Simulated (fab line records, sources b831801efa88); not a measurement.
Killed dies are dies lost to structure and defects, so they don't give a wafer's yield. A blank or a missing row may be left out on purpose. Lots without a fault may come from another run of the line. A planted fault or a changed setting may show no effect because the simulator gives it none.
A struck lot beside a sound one | flow sky130 | 20 steps out of a route of 708
Sound: wafers L172.2, L172.3, L172.6. Struck: wafer L184.4. (L184.1 of the same lot was not struck and is left out.) The cause comes at the end.
At each step with rows: each side's tool, then ch and its chambers, then its first start. Under that, the readings that differ: sound wafers | struck wafers | difference of the means | sigmas: that difference in standard deviations of wafers without a fault.
alike: readings whose means differ by less than 2 such deviations, and words and numbers that are the same on both sides. not compared: withheld readings, readings that some wafer has no value for, bounds like >300 that may hide the same value, and numbers for which the record gives no deviation and whose values overlap.
The two part at a step that has a row with sigmas, a row that says differs or no value, or rows on one side only. Numbers that don't overlap but have no deviation are shown without sigmas and don't part them. A reading that every wafer of one side lacks parts them only if that side has two wafers or more.

first, 1 step without rows for these wafers: SKY_POLY_CUT_DEVELOP_07 (develop time 60 s).
SKY_POLY_CUT_CD_MEAS_08: target cd 270 nm.
  sound on cd_sem-01, day 24 07:25; struck on cd_sem-02, day 28 19:24
  reading    | sound             | struck | difference | sigmas
  cd_nm (nm) | 268.4 268.8 268.9 | 272.0  | +3.3       | +3
SKY_POLY_CUT_OVL_MEAS_09:
  sound on overlay-01, day 24 07:32; struck on overlay-01, day 28 19:31
  alike: POLY_CUT_OVL
SKY_POLY_CUT_ETCH_10: etches BARC in N2/H2, stops on SiO2, time 45.9 s, target depth 60 nm.
  sound on rie_diel-02 ch 1,2,3, day 24 07:34; struck on rie_diel-04 ch 1, day 28 19:34
  reading             | sound               | struck | difference | sigmas
  n2_flow_sccm (sccm) | 100.24 100.41 99.95 | 99.49  | -0.71      | -2
  alike: drypump_motor_current_A, oes_product_au, throttle_valve_pct
  not compared: rf_hours_counter_h
SKY_POLY_CUT_ETCH_11: etches Si3N4 in CF4/CH2F2/Ar, stops on poly-Si, time 42.5 s, target depth 60 nm.
  sound on rie_diel-02 ch 1,2,3, day 24 07:36; struck on rie_diel-04 ch 1, day 28 19:36
  alike: drypump_motor_current_A, oes_product_au, throttle_valve_pct
  not compared: rf_hours_counter_h
SKY_POLY_CUT_STRIP_12: strips in O2/N2.
  sound on plasma_asher-02 ch 0,1, day 24 07:38; struck on plasma_asher-01 ch 1, day 28 19:38
  alike: drypump_motor_current_A, n2_flow_sccm, oes_product_au, strip_time_to_endpoint_s
  not compared: rf_hours_counter_h
then, 6 steps without rows for these wafers: SKY_SD_P_DEHYDRATE_00 (time 60 s); SKY_SD_P_HMDS_01 (prime time 60 s); SKY_SD_P_COAT_02 (resist thk 1140 nm); SKY_SD_P_SOFTBAKE_03 (time 60 s); SKY_SD_P_EXPOSE_04 (exposes mask PSDM, target cd 380 nm); SKY_SD_P_PEB_05.
SKY_SD_P_DEVELOP_06: develop time 60 s.
  sound on litho_track-04 ch 0, day 25 13:20; struck on litho_track-04 ch 0, day 29 23:22
SKY_SD_P_CD_MEAS_07: target cd 380 nm.
  sound on cd_sem-02, day 25 13:29; struck on cd_sem-01, day 29 23:31
  not compared: cd_nm
SKY_SD_P_OVL_MEAS_08:
  sound on overlay-01, day 25 13:35; struck on overlay-01, day 29 23:38
  not compared: SD_P_OVL
then, 1 step without rows for these wafers: SKY_SD_P_IMPLANT_09.
SKY_SD_P_STRIP_10: strips in O2/N2.
  sound on plasma_asher-04 ch 1, day 25 13:46; struck on plasma_asher-02 ch 1, day 29 23:49
  alike: drypump_motor_current_A, n2_flow_sccm, oes_product_au, strip_time_to_endpoint_s
  not compared: rf_hours_counter_h
SKY_SD_P_TW_MEAS_11:
  sound on film_metro-02, day 25 13:53; struck on film_metro-04, day 29 23:55
  reading | sound          | struck | difference | sigmas
  SD_P_TW | 2859 2844 2864 | 30     | -2826      | -99 or more
then, 1 step without rows for these wafers: SKY_RES_XHIGH_DEHYDRATE_00 (time 60 s).
-- the record jumps here: 19 days lie between the struck wafers' starts before and after (it left off in module RES_XHIGH and takes up again in module PAD_OPEN, whose first step shown is number 708 of the route) --
SKY_PAD_OPEN_PROBE_99:
  sound on prober-02, day 45 20:53; struck on prober-02, day 48 22:41
  reading             | sound    | struck | difference | sigmas
  killed_at_front_end | 25 14 19 | 420    | +401       | +87
  killed_dies         | 97 80 92 | 492    | +402       | +41
  killed_on_rim       | 23 18 17 | 96     | +77        | +19
  alike: killed_at_M0_to_M3, killed_at_M4_up, killed_at_contacts, killed_at_other, killed_open, killed_short

WHERE THEY PART
First at SKY_POLY_CUT_CD_MEAS_08; last, within this record, at SKY_PAD_OPEN_PROBE_99.

WHY: what the simulator had put in
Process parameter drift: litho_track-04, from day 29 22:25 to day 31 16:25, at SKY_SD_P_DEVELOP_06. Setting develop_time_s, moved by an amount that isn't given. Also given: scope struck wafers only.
